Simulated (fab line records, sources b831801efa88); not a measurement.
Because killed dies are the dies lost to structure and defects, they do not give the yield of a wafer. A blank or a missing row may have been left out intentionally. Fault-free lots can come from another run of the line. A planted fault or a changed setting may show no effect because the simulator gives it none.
fab line records	flow sky130
record lots=13	wafers=37	lastDay=50
route steps=708 shown SONOS_ONO@169 GATE_OXIDE@201 POLY_GATE@229 LDD_LDN@298 PAD_OPEN@708
lots untouched by any fault: they come from a run of this same line in which no faults occurred
startH: hours from the record's first day to the start of the lot's first wafer shown	waitH: time in hours since the lot's previous step	" repeats the value in the row above	L1.1+2: a row that stands for several wafers	- value missing, or start not given	* or withheld: withheld	< > ~ a bound
route shown NAME@n: a module of which the file shows steps, and the number in the route of the first	usual: mean/standard deviation of fault-free wafers	same: alike in all rows	chamber/n: place in a boat	sites: per-site readings	_std_site: standard deviation across them	_edge_site: inner sites' mean taken away from outer sites' mean	radiusMm: for every site, how far away it sits from the centre of the wafer	mask NAME#n: copy n	behind: tool/chamber where the wafer was last shaped	hold: reason for holding the lot/hours on hold/outcome of the hold	device: the n, p or np transistor that did not switch	end of line: tests run on the same wafers once the route is complete	a step without rows: its recipe alone	killed: at the first sort, the dies lost to defects and structure; wafer yield is something else	map: shows each die of a wafer: x if killed, . if not, _ if none is there
set.NAME: the run value of the setting; set.NAME@STEP: its run value at that earlier step	model.NAME: the simulator's own value behind a step, which no gauge read
a sample of lots followed through the steps of the route, with each step as a table and each wafer as a row
services: from which hour (startH, from the record's first day; less than 0 if before it) a tool's chamber was out of use, for how many hours, and why
## steps
# step SKY_SONOS_ONO_THK_MEAS_01
# recipe reads=SiO2_of_SONOS_ONO_OXIDATION_00
# usual SONOS_ONO_OXIDATION_THK=2.59/0.057
lot.wafer	tool	chamber	startH	waitH	SONOS_ONO_OXIDATION_THK[nm]
L216.1	filmMetro-04	-	262.89	0.0	2.65
L216.2	"	-	"	"	2.59
L216.3	"	-	"	"	2.62
L219.1	filmMetro-04	-	290.93	0.0	2.60
L219.3	"	-	"	"	2.63
L219.4	"	-	"	"	2.60
L218.1	filmMetro-03	-	293.78	0.0	2.52
L218.4	"	-	"	"	2.47
L218.6	"	-	"	"	2.56
L220.2	filmMetro-04	-	305.35	0.0	2.68
L220.5	"	-	"	"	2.64
L220.6	"	-	"	"	2.67
L221.1	filmMetro-02	-	308.44	0.0	2.51
L221.2	"	-	"	"	2.45
L221.6	"	-	"	"	2.57
L223.1	filmMetro-04	-	321.90	0.0	2.68
L223.4	"	-	"	"	2.64
L223.6	"	-	"	"	2.71
L224.1	filmMetro-02	-	326.29	0.0	2.60
L224.2	"	-	"	"	2.57
L224.4	"	-	"	"	2.60
L227.3	filmMetro-04	-	341.13	0.0	2.62
L227.5	"	-	"	"	2.60
L229.5	filmMetro-03	-	365.50	0.0	2.58
L229.6	"	-	"	"	2.55
L236.1	filmMetro-03	-	410.46	0.0	2.66
L236.2	"	-	"	"	2.55
L236.5	"	-	"	"	2.66
L237.1	filmMetro-02	-	423.03	0.0	2.57
L237.5	"	-	"	"	2.52
L237.6	"	-	"	"	2.57
L238.4	filmMetro-03	-	423.06	0.0	2.55
L238.5	"	-	"	"	2.49
L238.6	"	-	"	"	2.52
L239.2	filmMetro-04	-	430.01	0.0	2.62
L239.3	"	-	"	"	2.56
L239.6	"	-	"	"	2.55
# step SKY_GATE_OXIDE_TW_MEAS_14
# usual GATE_OXIDE_TW=221.7/2.8
lot.wafer	tool	chamber	startH	waitH	GATE_OXIDE_TW
L216.1	filmMetro-03	-	323.26	0.1	221.9
L216.2	"	-	"	"	223.5
L216.3	"	-	"	"	222.2
L219.1	filmMetro-04	-	347.20	0.1	220.0
L219.3	"	-	"	"	218.5
L219.4	"	-	"	"	218.6
L218.1	filmMetro-04	-	354.14	0.1	219.2
L218.4	"	-	"	"	218.7
L218.6	"	-	"	"	219.0
L220.2	filmMetro-04	-	365.10	0.1	217.8
L220.5	"	-	"	"	219.1
L220.6	"	-	"	"	219.9
L221.1	filmMetro-01	-	366.51	0.1	224.0
L221.2	"	-	"	"	224.9
L221.6	"	-	"	"	224.9
L223.1	filmMetro-01	-	380.40	0.1	224.5
L223.4	"	-	"	"	224.9
L223.6	"	-	"	"	223.8
L224.1	filmMetro-04	-	387.64	0.1	220.5
L224.2	"	-	"	"	218.8
L224.4	"	-	"	"	220.3
L227.3	filmMetro-03	-	405.99	0.1	222.7
L227.5	"	-	"	"	222.5
L229.5	filmMetro-04	-	431.92	0.0	218.9
L229.6	"	-	"	"	217.0
L236.1	filmMetro-01	-	476.99	0.1	227.0
L236.2	"	-	"	"	226.5
L236.5	"	-	"	"	226.8
L238.4	filmMetro-03	-	492.09	0.1	220.8
L238.5	"	-	"	"	221.2
L238.6	"	-	"	"	221.0
L237.1	filmMetro-01	-	492.09	0.1	225.0
L237.5	"	-	"	"	224.6
L237.6	"	-	"	"	224.8
L239.2	filmMetro-03	-	496.13	0.1	220.6
L239.3	"	-	"	"	220.5
L239.6	"	-	"	"	221.7
# step SKY_POLY_GATE_ETCH_15
# recipe chemistry=N2/H2	target=BARC	ionEnergyEv=200	sourceW=500	biasW=100	pressureMtorr=30	n2FlowSccm=100	h2FlowSccm=200	stopOn=SiO2	timeS=118.5	targetDepthA=1100
# usual drypumpMotorCurrentA=5.80/0.22	oesProductAu=0.717/0.0045	throttleValvePct=13.212/0.0095
lot.wafer	tool	chamber	startH	waitH	drypumpMotorCurrentA	oesProductAu	rfHoursCounterH	throttleValvePct
L216.1	rieDiel-03	0	389.41	0.0	5.99	0.715	20	13.212
L216.2	"	3	"	"	5.78	0.715	89	13.214
L216.3	"	2	"	"	5.64	0.722	72	13.214
L219.1	rieDiel-04	3	411.92	0.0	5.55	0.717	50	13.199
L219.3	"	1	"	"	6.02	0.719	2	13.219
L219.4	"	1	"	"	6.05	0.714	-	13.217
L218.1	rieDiel-03	3	416.54	0.0	5.75	0.711	90	13.219
L218.4	"	3	"	"	5.76	0.709	-	13.222
L218.6	"	2	"	"	5.67	0.716	-	13.201
L220.2	rieDiel-01	0	429.96	0.0	5.42	0.717	5	13.204
L220.5	"	1	"	"	6.20	0.716	-	13.216
L220.6	"	0	"	"	5.42	0.722	-	13.202
L221.1	rieDiel-04	3	430.32	0.0	5.51	0.714	51	13.202
L221.2	"	0	"	"	5.83	0.718	13	13.207
L221.6	"	0	"	"	5.82	0.719	-	13.205
L223.1	rieDiel-01	0	445.41	0.0	5.43	0.715	5	13.219
L223.4	"	3	"	"	5.77	0.713	3	13.222
L223.6	"	2	"	"	5.97	0.715	-	13.205
L224.1	rieDiel-01	2	454.87	0.0	5.99	0.708	1	13.226
L224.2	"	1	"	"	6.20	0.713	14	13.216
L224.4	"	3	"	"	5.70	0.714	4	13.200
L227.3	rieDiel-04	3	476.27	0.0	5.54	0.718	52	13.194
L227.5	"	0	"	"	5.84	0.715	-	13.222
L229.5	rieDiel-03	1	498.36	0.0	5.58	0.716	-	13.207
L229.6	"	0	"	"	5.98	0.713	-	13.203
L236.1	rieDiel-01	2	544.25	0.0	5.91	0.725	3	13.193
L236.2	"	1	"	"	6.18	0.712	16	13.217
L236.5	"	2	"	"	5.95	0.719	-	13.209
L238.4	rieDiel-01	0	557.44	0.1	5.44	0.722	-	13.214
L238.5	"	1	"	"	6.20	0.716	-	13.205
L238.6	"	2	"	"	5.94	0.719	-	13.205
L237.1	rieDiel-04	1	558.45	0.0	6.07	0.713	6	13.219
L237.5	"	3	"	"	5.54	0.725	-	13.201
L237.6	"	2	"	"	5.59	0.716	-	13.209
L239.2	rieDiel-01	2	561.02	0.0	5.97	0.722	3	13.214
L239.3	"	0	"	"	5.43	0.722	7	13.204
L239.6	"	1	"	"	6.20	0.720	-	13.210
# step SKY_LDD_LDN_IMPLANT_09
# recipe species=As	energyKev=15	doseCm2=1.25e+13	tiltDeg=withheld	rotationDeg=113
# usual beamEnergyKeV=15.000/0.0048
# same implantIonAmu=75
lot.wafer	tool	chamber	startH	waitH	beamEnergyKeV
L216.1	implanter-01	0	544.75	0.1	14.994
L216.2	"	0	"	"	15.003
L216.3	"	0	"	"	15.004
L219.1	implanter-01	0	570.15	0.1	14.999
L219.3	"	0	"	"	15.000
L219.4	"	0	"	"	15.004
L218.1	implanter-03	0	572.59	0.1	15.004
L218.4	"	0	"	"	15.010
L218.6	"	0	"	"	15.001
L221.1	implanter-01	0	586.70	0.1	14.996
L221.2	"	0	"	"	15.003
L221.6	"	0	"	"	15.003
L220.2	implanter-04	0	586.73	0.1	15.004
L220.5	"	0	"	"	15.004
L220.6	"	0	"	"	15.001
L223.1	implanter-04	0	599.99	0.1	15.006
L223.4	"	0	"	"	14.998
L223.6	"	0	"	"	14.990
L224.1	implanter-01	0	610.30	0.1	14.989
L224.2	"	0	"	"	14.989
L224.4	"	0	"	"	14.992
L227.3	implanter-01	0	627.50	0.1	15.004
L227.5	"	0	"	"	15.007
L229.5	implanter-01	0	651.85	0.1	15.003
L229.6	"	0	"	"	14.997
L236.1	implanter-03	0	691.99	0.1	15.006
L236.2	"	0	"	"	15.001
L236.5	"	0	"	"	14.997
L238.4	implanter-01	0	702.12	0.1	14.999
L238.5	"	0	"	"	15.001
L238.6	"	0	"	"	15.007
L237.1	implanter-01	0	705.50	0.1	14.995
L237.5	"	0	"	"	14.995
L237.6	"	0	"	"	14.997
L239.2	implanter-01	0	707.52	0.1	14.995
L239.3	"	0	"	"	14.993
L239.6	"	0	"	"	14.996
# step SKY_PAD_OPEN_PROBE_99
# usual killed_at_M0_to_M3=44/6.5	killed_at_M4_up=3.3/1.9	killedAtContacts=24/5.3	killedAtFrontEnd=15/4.5	killedAtOther=0.3/0.58	killedDies=87/9.3	killedOpen=48/6.6	killedShort=39/6.1
# same grossDies=492	killedAtBackSide=0
lot.wafer	tool	chamber	startH	waitH	hold	killed_at_M0_to_M3	killed_at_M4_up	killedAtContacts	killedAtFrontEnd	killedAtOther	killedDies	killedOpen	killedShort
L216.1	prober-02	-	1085.97	0.1	-	40	2	32	18	0	92	51	41
L216.2	prober-02	-	1086.02	0.1	-	52	2	30	21	0	105	52	53
L216.3	prober-02	-	1086.07	0.2	-	47	4	22	11	1	85	53	32
L219.1	prober-02	-	1106.05	0.1	-	46	6	21	19	0	92	46	46
L219.3	prober-02	-	1106.15	0.2	-	34	1	15	10	0	60	31	29
L219.4	prober-02	-	1106.20	0.2	-	43	4	18	23	0	88	42	46
L218.1	prober-01	-	1106.73	0.1	-	46	6	22	12	0	86	48	38
L218.4	prober-01	-	1106.88	0.2	-	39	4	17	17	1	78	51	27
L218.6	prober-01	-	1106.98	0.2	-	39	5	15	19	0	78	39	39
L221.1	prober-02	-	1114.48	0.1	-	56	1	21	13	0	91	56	35
L221.2	prober-02	-	1114.53	0.1	-	46	3	34	18	0	101	58	43
L221.6	prober-02	-	1114.73	0.2	-	44	0	23	13	0	80	42	38
L220.2	prober-02	-	1118.14	0.1	-	38	6	26	8	1	79	46	33
L220.5	prober-02	-	1118.29	0.2	-	43	4	30	13	0	90	51	39
L220.6	prober-02	-	1118.34	0.2	-	36	3	22	10	0	71	41	30
L223.1	prober-01	-	1125.63	0.1	-	47	1	15	23	0	86	43	43
L223.4	prober-01	-	1125.78	0.2	-	52	3	22	17	2	96	51	45
L223.6	prober-01	-	1125.88	0.2	-	44	2	20	17	0	83	42	41
L224.1	prober-02	-	1133.83	0.1	-	45	3	15	21	0	84	45	39
L224.2	prober-02	-	1133.88	0.1	-	35	0	22	17	0	74	42	32
L224.4	prober-02	-	1133.98	0.2	-	45	3	22	20	0	90	53	37
L227.3	prober-01	-	1144.09	0.2	awaitDispo/0.6h/release	39	4	28	12	0	83	43	40
L227.5	prober-01	-	1144.19	0.2	awaitDispo/0.6h/release	48	5	25	19	0	97	49	47
L229.5	prober-01	-	1159.81	0.2	awaitDispo/2.5h/release	46	2	25	21	0	94	58	36
L229.6	prober-01	-	1159.86	0.2	awaitDispo/2.5h/release	41	2	27	14	0	84	51	33
L236.1	prober-01	-	1187.30	0.1	-	46	2	18	11	1	78	46	32
L236.2	prober-01	-	1187.35	0.1	-	40	4	24	7	1	76	40	36
L236.5	prober-01	-	1187.50	0.2	-	42	1	26	21	1	91	44	47
L238.4	prober-02	-	1190.44	0.2	-	34	2	23	13	0	72	38	34
L238.5	prober-02	-	1190.49	0.2	-	38	3	22	22	0	85	42	43
L238.6	prober-02	-	1190.54	0.2	-	44	5	18	17	0	84	48	36
L237.1	prober-01	-	1192.64	0.1	-	43	5	25	24	0	97	55	42
L237.5	prober-01	-	1192.84	0.2	-	40	1	34	14	0	89	54	35
L237.6	prober-01	-	1192.89	0.2	-	35	5	18	10	0	68	36	32
L239.2	prober-02	-	1193.95	0.1	-	50	4	32	18	0	104	56	48
L239.3	prober-02	-	1194.00	0.2	-	41	3	29	11	1	85	49	36
L239.6	prober-02	-	1194.15	0.2	-	44	3	16	13	0	76	41	35
# killed by level:class
L216.1 CONTACT:geometricParticle:open=15 FIELD_ISO:geometricParticle:short=9 LOCAL_INTERCONNECT:geometricParticle:short=7 VIA2:geometricParticle:open=7 VIA1:geometricParticle:open=7 LI_CONTACT:geometricParticle:open=6 VIA3:geometricParticle:open=6 FIELD_ISO:geometricParticle:open=5
L216.2 VIA1:geometricParticle:open=12 METAL1:geometricParticle:short=10 POLY_GATE:geometricParticle:open=7 LI_CONTACT:geometricParticle:open=7 CONTACT:geometricParticle:open=7 CONTACT:geometricParticle:short=6 VIA2:geometricParticle:open=6 VIA3:geometricParticle:open=6
L216.3 VIA1:geometricParticle:open=11 VIA3:geometricParticle:open=10 LI_CONTACT:geometricParticle:open=8 CONTACT:geometricParticle:open=8 METAL2:geometricParticle:short=7 VIA2:geometricParticle:open=5 METAL1:geometricParticle:short=4 SPACER:geometricParticle:open=3
L219.1 VIA3:geometricParticle:open=10 FIELD_ISO:geometricParticle:open=6 LOCAL_INTERCONNECT:geometricParticle:short=6 METAL1:geometricParticle:short=6 CONTACT:geometricParticle:open=6 VIA1:geometricParticle:open=6 VIA2:geometricParticle:open=5 FIELD_ISO:geometricParticle:short=4
L219.3 CONTACT:geometricParticle:open=8 VIA1:geometricParticle:short=7 LI_CONTACT:geometricParticle:open=6 METAL2:geometricParticle:short=6 FIELD_ISO:geometricParticle:short=5 METAL1:geometricParticle:short=4 VIA1:geometricParticle:open=4 VIA2:geometricParticle:open=3
L219.4 VIA1:geometricParticle:open=12 POLY_GATE:geometricParticle:short=8 CONTACT:geometricParticle:open=8 METAL1:geometricParticle:short=8 METAL2:geometricParticle:short=7 VIA3:geometricParticle:open=7 FIELD_ISO:geometricParticle:open=6 LI_CONTACT:geometricParticle:open=5
L218.1 CONTACT:geometricParticle:open=10 VIA1:geometricParticle:open=10 VIA2:geometricParticle:open=9 LI_CONTACT:geometricParticle:open=6 VIA3:geometricParticle:short=6 METAL1:geometricParticle:short=5 VIA2:geometricParticle:short=5 VIA1:geometricParticle:short=4
L218.4 VIA1:geometricParticle:open=15 CONTACT:geometricParticle:open=8 LI_CONTACT:geometricParticle:open=6 VIA2:geometricParticle:short=6 POLY_GATE:geometricParticle:open=5 VIA3:geometricParticle:open=5 POLY_GATE:geometricParticle:short=4 FIELD_ISO:geometricParticle:short=3
L218.6 CONTACT:geometricParticle:open=7 VIA1:geometricParticle:open=7 FIELD_ISO:geometricParticle:short=6 VIA3:geometricParticle:open=6 METAL3:geometricParticle:short=5 METAL4:geometricParticle:short=5 LI_CONTACT:geometricParticle:short=4 FIELD_ISO:geometricParticle:open=3
L221.1 VIA1:geometricParticle:open=18 CONTACT:geometricParticle:open=10 VIA1:geometricParticle:short=8 VIA2:geometricParticle:open=8 FIELD_ISO:geometricParticle:open=5 CONTACT:geometricParticle:short=4 METAL1:geometricParticle:short=4 VIA2:geometricParticle:short=4
L221.2 CONTACT:geometricParticle:open=14 VIA1:geometricParticle:open=14 LI_CONTACT:geometricParticle:open=9 VIA2:geometricParticle:open=7 METAL1:geometricParticle:short=5 VIA1:geometricParticle:short=5 METAL2:geometricParticle:short=5 FIELD_ISO:geometricParticle:short=4
L221.6 VIA1:geometricParticle:open=10 CONTACT:geometricParticle:open=9 METAL1:geometricParticle:short=7 VIA1:geometricParticle:short=7 LI_CONTACT:geometricParticle:open=5 VIA2:geometricParticle:open=5 POLY_GATE:geometricParticle:open=4 VIA2:geometricParticle:short=4
L220.2 VIA1:geometricParticle:open=14 VIA2:geometricParticle:open=8 LI_CONTACT:geometricParticle:open=7 CONTACT:geometricParticle:open=7 LOCAL_INTERCONNECT:geometricParticle:short=6 LI_CONTACT:geometricParticle:short=4 METAL1:geometricParticle:short=4 METAL4:geometricParticle:short=4
L220.5 CONTACT:geometricParticle:open=9 LI_CONTACT:geometricParticle:open=8 VIA1:geometricParticle:open=8 VIA3:geometricParticle:open=7 LOCAL_INTERCONNECT:geometricParticle:short=7 VIA2:geometricParticle:open=7 FIELD_ISO:geometricParticle:short=6 LI_CONTACT:geometricParticle:short=4
L220.6 CONTACT:geometricParticle:open=8 LI_CONTACT:geometricParticle:open=7 VIA1:geometricParticle:open=7 VIA3:geometricParticle:open=7 CONTACT:geometricParticle:short=5 VIA1:geometricParticle:short=5 METAL2:geometricParticle:short=4 VIA2:geometricParticle:open=4
L223.1 VIA1:geometricParticle:open=10 POLY_GATE:geometricParticle:short=6 METAL2:geometricParticle:short=6 METAL3:geometricParticle:short=6 FIELD_ISO:geometricParticle:open=5 POLY_GATE:geometricParticle:open=5 CONTACT:geometricParticle:open=5 VIA2:geometricParticle:open=5
L223.4 VIA2:geometricParticle:open=9 LOCAL_INTERCONNECT:geometricParticle:short=7 CONTACT:geometricParticle:open=7 METAL1:geometricParticle:short=7 METAL2:geometricParticle:short=7 VIA1:geometricParticle:open=6 VIA2:geometricParticle:short=6 FIELD_ISO:geometricParticle:open=5
L223.6 VIA1:geometricParticle:open=14 POLY_GATE:geometricParticle:short=8 CONTACT:geometricParticle:open=8 METAL2:geometricParticle:short=8 FIELD_ISO:geometricParticle:short=5 LI_CONTACT:geometricParticle:open=4 LOCAL_INTERCONNECT:geometricParticle:short=4 METAL1:geometricParticle:open=4
L224.1 VIA1:geometricParticle:open=12 VIA2:geometricParticle:open=9 FIELD_ISO:geometricParticle:short=8 METAL2:geometricParticle:short=7 CONTACT:geometricParticle:short=6 CONTACT:geometricParticle:open=6 POLY_GATE:geometricParticle:short=4 VIA1:geometricParticle:short=4
L224.2 POLY_GATE:geometricParticle:open=8 CONTACT:geometricParticle:open=8 VIA2:geometricParticle:open=8 LI_CONTACT:geometricParticle:open=7 METAL1:geometricParticle:short=6 POLY_GATE:geometricParticle:short=5 VIA1:geometricParticle:open=4 METAL2:geometricParticle:short=4
L224.4 VIA1:geometricParticle:open=16 POLY_GATE:geometricParticle:open=6 LI_CONTACT:geometricParticle:open=6 VIA2:geometricParticle:open=6 FIELD_ISO:geometricParticle:short=5 POLY_GATE:geometricParticle:short=5 CONTACT:geometricParticle:open=5 METAL2:geometricParticle:short=5
L227.3 VIA1:geometricParticle:open=10 CONTACT:geometricParticle:short=10 VIA3:geometricParticle:open=10 LOCAL_INTERCONNECT:geometricParticle:short=9 VIA2:geometricParticle:open=6 POLY_GATE:geometricParticle:open=5 LI_CONTACT:geometricParticle:open=5 FIELD_ISO:geometricParticle:open=3
L227.5 VIA1:geometricParticle:open=8 CONTACT:geometricParticle:open=7 VIA2:geometricParticle:open=7 FIELD_ISO:geometricParticle:short=6 METAL2:geometricParticle:short=6 VIA3:geometricParticle:open=6 SPACER:geometricParticle:open=5 LOCAL_INTERCONNECT:geometricParticle:short=5
L229.5 CONTACT:geometricParticle:open=12 VIA1:geometricParticle:open=12 FIELD_ISO:geometricParticle:open=8 METAL2:geometricParticle:short=6 VIA3:geometricParticle:open=6 POLY_GATE:geometricParticle:short=5 LI_CONTACT:geometricParticle:open=5 CONTACT:geometricParticle:short=5
L229.6 CONTACT:geometricParticle:open=16 VIA1:geometricParticle:open=9 METAL3:geometricParticle:short=6 VIA3:geometricParticle:open=6 LI_CONTACT:geometricParticle:open=5 METAL1:geometricParticle:short=5 POLY_GATE:geometricParticle:open=4 CONTACT:geometricParticle:short=4
L236.1 LI_CONTACT:geometricParticle:open=7 VIA1:geometricParticle:open=7 VIA2:geometricParticle:open=7 CONTACT:geometricParticle:open=6 METAL2:geometricParticle:short=6 VIA3:geometricParticle:open=6 VIA1:geometricParticle:short=5 METAL1:geometricParticle:short=4
L236.2 CONTACT:geometricParticle:open=10 VIA1:geometricParticle:open=10 METAL2:geometricParticle:short=6 VIA3:geometricParticle:open=5 METAL1:geometricParticle:short=5 LOCAL_INTERCONNECT:geometricParticle:short=4 METAL4:geometricParticle:short=4 LI_CONTACT:geometricParticle:open=3
L236.5 VIA1:geometricParticle:open=9 LI_CONTACT:geometricParticle:open=8 CONTACT:geometricParticle:open=8 METAL1:geometricParticle:short=7 METAL2:geometricParticle:short=6 FIELD_ISO:geometricParticle:short=5 CONTACT:geometricParticle:short=5 VIA3:geometricParticle:short=5
L238.4 CONTACT:geometricParticle:open=9 METAL1:geometricParticle:short=8 VIA1:geometricParticle:open=8 VIA2:geometricParticle:open=7 FIELD_ISO:geometricParticle:short=4 LOCAL_INTERCONNECT:geometricParticle:short=4 CONTACT:geometricParticle:short=4 VIA3:geometricParticle:open=4
L238.5 FIELD_ISO:geometricParticle:open=7 VIA1:geometricParticle:open=7 CONTACT:geometricParticle:open=6 FIELD_ISO:geometricParticle:short=5 VIA3:geometricParticle:open=5 VIA2:geometricParticle:short=5 LI_CONTACT:geometricParticle:open=4 LOCAL_INTERCONNECT:geometricParticle:short=4
L238.6 VIA3:geometricParticle:open=10 VIA1:geometricParticle:open=9 CONTACT:geometricParticle:open=6 FIELD_ISO:geometricParticle:open=5 LOCAL_INTERCONNECT:geometricParticle:short=5 METAL1:geometricParticle:short=5 METAL2:geometricParticle:short=5 POLY_GATE:geometricParticle:short=4
L237.1 CONTACT:geometricParticle:open=16 VIA1:geometricParticle:open=10 VIA2:geometricParticle:open=8 POLY_GATE:geometricParticle:open=7 VIA3:geometricParticle:open=7 FIELD_ISO:geometricParticle:short=6 POLY_GATE:geometricParticle:short=6 METAL2:geometricParticle:short=6
L237.5 CONTACT:geometricParticle:open=15 VIA1:geometricParticle:open=10 LI_CONTACT:geometricParticle:open=9 VIA3:geometricParticle:open=6 METAL2:geometricParticle:short=6 METAL1:geometricParticle:short=5 VIA2:geometricParticle:open=5 POLY_GATE:geometricParticle:short=3
L237.6 VIA1:geometricParticle:open=10 CONTACT:geometricParticle:open=8 VIA1:geometricParticle:short=5 VIA2:geometricParticle:open=4 METAL4:geometricParticle:short=4 FIELD_ISO:geometricParticle:short=3 POLY_GATE:geometricParticle:open=3 LI_CONTACT:geometricParticle:open=3
L239.2 VIA1:geometricParticle:open=13 LI_CONTACT:geometricParticle:open=11 CONTACT:geometricParticle:open=9 POLY_GATE:geometricParticle:short=7 VIA2:geometricParticle:open=7 METAL2:geometricParticle:short=6 VIA3:geometricParticle:open=6 FIELD_ISO:geometricParticle:open=5
L239.3 CONTACT:geometricParticle:open=11 VIA2:geometricParticle:open=9 METAL1:geometricParticle:short=7 CONTACT:geometricParticle:short=6 VIA1:geometricParticle:open=6 VIA3:geometricParticle:open=6 LI_CONTACT:geometricParticle:open=5 POLY_GATE:geometricParticle:open=4
L239.6 VIA1:geometricParticle:open=13 VIA1:geometricParticle:short=11 CONTACT:geometricParticle:open=7 METAL1:geometricParticle:short=6 FIELD_ISO:geometricParticle:open=5 VIA2:geometricParticle:open=5 CONTACT:geometricParticle:short=4 LI_CONTACT:geometricParticle:open=3
## services
tool	chamber	startH	hours	kind
implanter-01	-	373.20	5.5	pm
rieDiel-04	-	377.64	28.1	pm
rieDiel-03	-	382.45	0.9	repair
rieDiel-04	2	409.28	9.4	repair
rieDiel-03	1	411.57	50.7	repair
implanter-04	-	440.32	5.4	repair
rieDiel-03	0	447.86	3.9	repair
implanter-01	-	475.20	4.2	repair
implanter-01	-	484.25	4.0	pm
rieDiel-04	0	488.48	6.2	repair
implanter-01	-	494.40	14.4	repair
rieDiel-01	1	499.91	4.6	repair
rieDiel-01	0	518.43	11.5	repair
rieDiel-04	0	525.91	6.3	repair
rieDiel-01	3	546.72	15.1	repair
implanter-01	-	551.37	2.2	repair
rieDiel-01	2	568.86	2.9	repair
rieDiel-01	0	589.50	2.1	repair
implanter-01	-	599.57	2.0	repair
rieDiel-01	-	615.24	14.6	pm
rieDiel-01	0	651.01	2.9	repair
rieDiel-04	3	694.70	8.5	repair
rieDiel-04	0	702.39	3.8	repair
rieDiel-01	3	705.32	14.8	repair
## key
firstSign step=SKY_PAD_OPEN_PROBE_99	reading=hold	direction=added
effect none on later readings
metAt SKY_LDD_LDN_IMPLANT_09
struckLots L227,L229
struckWafers L227.3,L227.5,L229.5
testerLeftOut L227,L229
notActingAt SKY_SONOS_ONO_THK_MEAS_01,SKY_GATE_OXIDE_TW_MEAS_14,SKY_POLY_GATE_ETCH_15
onsetBetween 610.30 627.50
fault kind=processParameterDrift	tool=implanter-01	chamber=-	onsetH=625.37	steps=SKY_LDD_LDN_IMPLANT_09	channel=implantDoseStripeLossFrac	offset=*	shape=step	endH=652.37	scope=struckWafersOnly
# testerLeftOut: of these lots the tester's yield and bins aren't shown, on N5 and GAA mostly nor the transistor test; their killed dies are dies lost to structure and defects alone, not to doping, threshold or leakage, so they don't give the yield
